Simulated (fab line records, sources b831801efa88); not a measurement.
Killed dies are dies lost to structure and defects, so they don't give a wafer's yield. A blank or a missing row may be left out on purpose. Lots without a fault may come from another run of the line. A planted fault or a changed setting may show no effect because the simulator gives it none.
Chamber matching | flow sfq_line | SFQ_TRILAYER_I2_VIA_BARC_OPEN_VIA_ETCH_096 on rie_diel-04: 4 sister chambers
The step etches BARC in O2, target depth 125 nm, time 41.7 s. 15 wafers are shown with their chamber, then 7 later ones without.

WAFERS WITH THEIR CHAMBER
wafer  | chamber | oes_product_au (a.u.) | chamber_pressure_mTorr (mTorr)
L372.1 | 1       | 0.689                 | 30.000
L372.2 | 2       | 0.685                 | 29.998
L372.6 | 0       | 0.685                 | 29.966
L376.3 | 3       | 0.685                 | 29.990
L376.4 | 1       | 0.685                 | 30.069
L376.6 | 0       | 0.685                 | 30.006
L377.1 | 1       | 0.683                 | 29.960
L377.3 | 2       | 0.692                 | 29.966
L377.4 | 3       | 0.684                 | 29.967
L378.1 | 1       | 0.684                 | 29.980
L378.2 | 3       | 0.681                 | 29.995
L378.4 | 0       | 0.680                 | 29.992
L379.4 | 3       | 0.679                 | 29.999
L379.5 | 0       | 0.686                 | 30.018
L379.6 | 1       | 0.681                 | 30.032

SIGNATURES (means of the wafers above)
reading                | chamber 0 | chamber 1 | chamber 2 | chamber 3 | scatter within a chamber
oes_product_au         | 0.68400   | 0.68440   | 0.68850   | 0.68225   | 0.00308
chamber_pressure_mTorr | 29.99550  | 30.00820  | 29.98200  | 29.98775  | 0.0303
Rule: a wafer's distance from a chamber is the root of the sum, over the readings, of the square of ((its reading less the chamber's mean) divided by the reading's scatter). The wafer belongs to the nearest chamber; if the next one is less than 2 further off, it can't be placed. The scatter: the root of (the sum of the squares of (reading less its chamber's mean) over the shown wafers, divided by (wafers less chambers)).

WAFERS WITHOUT THEIR CHAMBER
wafer  | oes_product_au (a.u.) | chamber_pressure_mTorr (mTorr)
L380.3 | 0.686                 | 30.017
L380.4 | 0.683                 | 30.000
L381.2 | 0.680                 | 29.997
L381.4 | 0.694                 | 29.986
L394.1 | 0.682                 | 29.982
L394.3 | 0.679                 | 30.021
L394.4 | 0.687                 | 29.967

WHICH CHAMBER EACH WENT THROUGH
wafer  | from the rows above               | in truth
L380.3 | can't be placed: 1 or 0 or 2 or 3 | 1
L380.4 | can't be placed: 0 or 3 or 1 or 2 | 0
L381.2 | can't be placed: 3 or 0 or 1      | 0
L381.4 | can't be placed: 2 or 1 or 0      | 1
L394.1 | can't be placed: 3 or 0 or 1 or 2 | 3
L394.3 | can't be placed: 3 or 1 or 0 or 2 | 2
L394.4 | can't be placed: 2 or 0 or 1 or 3 | 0
Placed correctly: 0 of 7. Can't be placed from these rows: 7 (the true chamber is among the candidates in 7). Placed wrongly: 0.
